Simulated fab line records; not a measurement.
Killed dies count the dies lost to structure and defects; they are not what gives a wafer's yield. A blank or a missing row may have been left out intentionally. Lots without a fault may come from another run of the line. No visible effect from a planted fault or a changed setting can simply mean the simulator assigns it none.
Struck lot and sound lot, side by side -- flow sky130 -- 14 steps out of a route of 708
Sound: wafers L740.2, L740.4, L740.5. The struck wafers were L756.2, L756.3, L756.6. The cause is named last.
Order at every step that has rows: each side's tool, ch and its chambers, its first start. Under that, the readings that differ: sound wafers -- struck wafers -- difference of the means -- sigmas: that difference in standard deviations of wafers without a fault.
alike: a reading whose means differ by less than 2 such deviations, as well as words and numbers matching on both sides. not compared: withheld readings; readings where some wafer has no value; bounds like >300 that might hide an equal value; numbers whose values overlap and for which the record gives no deviation.
A row with sigmas, a row that says differs or no value, or rows on one side alone: a step with any of these is where the two part. Non-overlapping numbers with no deviation appear without sigmas and do not part them. Lack of a reading on every wafer of one side parts them only where that side has two or more wafers.

SKY_METAL2_SPUTTER_00: material Ti, target thk 15 nm, time 10 s.
  sound on pvd sputter-02, day 35 11:02; struck on pvd sputter-01, day 40 07:42
  alike: throttle valve pct
SKY_METAL2_SPUTTER_01: material TiN, target thk 20 nm, time 16.7 s.
  sound on pvd sputter-02, day 35 11:04; struck on pvd sputter-01, day 40 07:43
  alike: throttle valve pct
SKY_METAL2_SPUTTER_02: material AlCu, target thk 250 nm, time 13.3 s.
  sound on pvd sputter-02, day 35 11:05; struck on pvd sputter-01, day 40 07:45
  alike: throttle valve pct
SKY_METAL2_SPUTTER_03: material Ti, target thk 5 nm, time 3.3 s.
  sound on pvd sputter-02, day 35 11:07; struck on pvd sputter-01, day 40 07:46
  alike: throttle valve pct
SKY_METAL2_SPUTTER_04: material TiN, target thk 70 nm, time 58.3 s.
  sound on pvd sputter-02, day 35 11:07; struck on pvd sputter-01, day 40 07:47
  alike: throttle valve pct
SKY_METAL2_RS_MEAS_05: measures by four-point-probe.
  sound on film metro-03, day 35 11:11; struck on film metro-03, day 40 07:52
  alike: METAL2_ALCU_RS
SKY_METAL2_THK_MEAS_06: measures by xrf.
  sound on film metro-03, day 35 11:18; struck on film metro-03, day 40 07:58
  alike: METAL2_ALCU_THK
then, 5 steps without rows for these wafers: SKY_METAL2_DEHYDRATE_07 (time 60 s); SKY_METAL2_HMDS_08 (prime time 60 s); SKY_METAL2_COAT_09 (resist thk 60 nm); SKY_METAL2_COAT_10 (resist thk 450 nm); SKY_METAL2_SOFTBAKE_11 (time 90 s).
SKY_METAL2_EXPOSE_12: exposes mask MM2, target cd 140 nm.
  struck on krf scanner-02, day 40 20:08; sound on krf scanner-02 ch 0, day 36 00:26
  no value came back on the struck wafers for exposure dose mJ cm2, focus offset nm (nm); on the sound wafers exposure dose mJ cm2 reads 28.008 28.021 28.038
  alike: mask
then, 1 step without rows for these wafers: SKY_METAL2_PEB_13.

WHERE THEY PART
At SKY_METAL2_EXPOSE_12 and nowhere else, as far as this record goes.

WHY: the cause the simulator had injected
Beginning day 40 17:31, the whole step at SKY_METAL2_EXPOSE_12 was skipped on krf scanner-02. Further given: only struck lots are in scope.
